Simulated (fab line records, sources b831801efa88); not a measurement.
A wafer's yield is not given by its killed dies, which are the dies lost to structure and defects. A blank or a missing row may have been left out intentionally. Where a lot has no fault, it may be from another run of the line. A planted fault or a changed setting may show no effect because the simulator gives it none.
Matching of chambers    flow sky130    4 sister chambers for SKY_LI_CONTACT_CMP_24 on cmp-02
The step polishes, stops on PSG, t overpolish 20 s, target thk 0 nm. 8 wafers are shown with their chamber, then 7 later ones without.

## WAFERS WITH THEIR CHAMBER
wafer   chamber  motor-current-A (A)  time-to-endpoint-s (s)
L492.4  2        11.3                 94
L492.5  1        8.6                  95
L493.2  2        11.8                 95
L498.2  0        11.0                 95
L498.5  0        11.0                 94
L498.6  3        9.8                  97
L507.3  1        8.4                  94
L507.4  3        9.5                  95

## WAFERS MISSING THEIR CHAMBER
wafer   motor-current-A (A)  time-to-endpoint-s (s)
L507.6  11.6                 92
L509.2  11.1                 98
L509.3  8.7                  93
L509.6  9.8                  97
L512.1  8.7                  97
L512.3  12.0                 97
L512.4  10.0                 100

## EACH ONE'S CHAMBER
wafer   from the rows above      in truth
L507.6  can't be placed: 2 or 0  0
L509.2  can't be placed: 0 or 2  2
L509.3  1                        1
L509.6  3                        3
L512.1  can't be placed: 1 or 3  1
L512.3  can't be placed: 2 or 0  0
L512.4  3                        3
Correctly placed: 3 of 7. These rows do not allow placing 4 (true chamber among the candidates in 4). 0 placed wrongly.
How it was worked out, from the rows above alone: a wafer's distance from a chamber is the root of the sum, over the readings, of the square of ((its reading less the chamber's mean) divided by the reading's scatter). The wafer belongs to the nearest chamber; if the next one is less than 2 further off, it can't be placed. The mean given for a chamber averages the wafers shown for that chamber. The scatter: the root of (the sum of the squares of (reading less its chamber's mean) over the shown wafers, divided by (wafers less chambers)).
